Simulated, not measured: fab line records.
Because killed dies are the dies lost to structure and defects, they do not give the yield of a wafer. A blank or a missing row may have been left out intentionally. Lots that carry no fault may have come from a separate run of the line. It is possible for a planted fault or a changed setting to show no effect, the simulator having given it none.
Which tool was responsible? ; flow sky130 ; route of 708 steps, sampled at 1 step: 10 lots, 30 wafers

== WHAT THE GAUGES READ, wafer by wafer ==
SKY_SD_P_TW_MEAS_11. Usual: SD_P_TW gives 2826 (standard deviation 17).
lot;measured;on;SD_P_TW;flag
L695;day 27 11:22;filmMetro-03;2814 2845 2819;
L696;day 27 21:31;filmMetro-02;2825 2841 2832;
L697;day 28 05:29;filmMetro-02;2834 2827 2835;
L698;day 28 14:42;filmMetro-02;2846 2830 2833;
L701;day 30 00:13;filmMetro-01;2793 2817 2790;
L702;day 30 09:26;filmMetro-01;2803 2801 2802;
L708;day 32 13:36;filmMetro-01;2816 2813 2807;
L711;day 33 12:34;filmMetro-01;2832 2812 2828;
L712;day 33 14:25;filmMetro-02;2815 2829 2833;
L713;day 33 21:32;filmMetro-01;2820 2821 2812;

== EACH LOT AND THE TOOL THAT RAN IT (in order: tool; ch and the chambers of the sampled wafers; start) ==
Before these readings, the record contains no process step.

== WHAT THE TOOLS THEMSELVES READ (means of the sampled wafers that have a number; where no wafer has one, the mark that the record gives instead) ==
The record holds no such reading with a usual standard deviation.

== THE ANSWER, worked out from the rows above alone ==
Rule: a lot counts as off when the mean over its wafers that have a number is more than 3 standard deviations away from the usual mean. Also off: a lot with no number at a reading for which 4 or more lots have one. Where the step has rows for the other lots, those lots are counted as sound. Order of review: gauges by route order, followed by the tools' own readings, for which a lot's mean as printed above is used. At the first step where some lot is off, the reading lying furthest off is the one used; lots without a number count as furthest.
No lot is off at any reading shown: from this, nothing can be told.

== WHAT WAS PUT IN BY THE SIMULATOR ==
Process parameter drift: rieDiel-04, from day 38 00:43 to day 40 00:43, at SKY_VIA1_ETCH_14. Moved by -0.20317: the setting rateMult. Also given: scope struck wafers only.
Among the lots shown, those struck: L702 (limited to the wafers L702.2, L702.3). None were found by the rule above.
